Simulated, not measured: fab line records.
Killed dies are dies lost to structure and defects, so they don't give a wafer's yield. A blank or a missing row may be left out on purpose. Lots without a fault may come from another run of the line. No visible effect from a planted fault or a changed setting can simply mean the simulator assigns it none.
Chamber matching | flow sky130 | SKY_VIA4_CMP_02 on cmp-01 has 4 sister chambers
The step polishes SiO2. 27 wafers are shown with their chamber, then 12 later ones without.

EACH WAFER AND ITS CHAMBER
wafer  | chamber | motor current A (A)
L076.4 | 1       | 12.9
L076.5 | 0       | 10.9
L076.6 | 1       | 13.1
L078.1 | 3       | 13.2
L078.3 | 0       | 11.2
L078.5 | 0       | 11.3
L079.1 | 0       | 10.9
L079.2 | 1       | 13.0
L079.3 | 2       | 12.1
L082.1 | 0       | 11.6
L082.4 | 2       | 11.7
L082.5 | 3       | 12.7
L081.2 | 3       | 12.8
L081.3 | 2       | 11.4
L081.6 | 2       | 11.7
L080.3 | 3       | 13.0
L080.5 | 3       | 12.9
L080.6 | 2       | 11.3
L083.2 | 3       | 12.8
L083.3 | 0       | 10.7
L083.4 | 2       | 11.5
L087.1 | 1       | 12.7
L087.2 | 0       | 10.9
L087.5 | 1       | 12.4
L088.1 | 2       | 11.3
L088.3 | 0       | 10.7
L088.5 | 2       | 11.0

SIGNATURES (means of the wafers above)
reading         | chamber 0 | chamber 1 | chamber 2 | chamber 3 | scatter within a chamber
motor current A | 11.025    | 12.820    | 11.500    | 12.900    | 0.291
Rule: distance of a wafer from a chamber = root of the sum over the readings of ((wafer's reading minus chamber's mean) / reading's scatter) squared. The wafer belongs to the nearest chamber; if the next one is less than 2 further off, it can't be placed. The scatter is the square root of a quotient: the sum, over the shown wafers, of each reading's squared deviation from its chamber's mean, divided by wafers minus chambers.

WAFERS WITHOUT THEIR CHAMBER
wafer  | motor current A (A)
L089.3 | 13.2
L089.4 | 12.8
L089.5 | 12.9
L090.1 | 10.9
L090.2 | 11.8
L090.3 | 12.9
L093.1 | 13.0
L093.2 | 10.6
L093.4 | 11.8
L096.1 | 13.1
L096.2 | 10.8
L096.5 | 11.9

WHICH CHAMBER EACH WENT THROUGH
wafer  | from the rows above          | in truth
L089.3 | can't be placed: 3 or 1      | 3
L089.4 | can't be placed: 1 or 3      | 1
L089.5 | can't be placed: 3 or 1      | 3
L090.1 | can't be placed: 0 or 2      | 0
L090.2 | can't be placed: 2 or 0      | 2
L090.3 | can't be placed: 3 or 1      | 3
L093.1 | can't be placed: 3 or 1      | 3
L093.2 | can't be placed: 0 or 2      | 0
L093.4 | can't be placed: 2 or 0      | 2
L096.1 | can't be placed: 3 or 1      | 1
L096.2 | can't be placed: 0 or 2      | 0
L096.5 | can't be placed: 2 or 0 or 1 | 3
Placed correctly: 0 of 12. These rows do not allow placing 12 (true chamber among the candidates in 11). Number placed wrongly: 0.
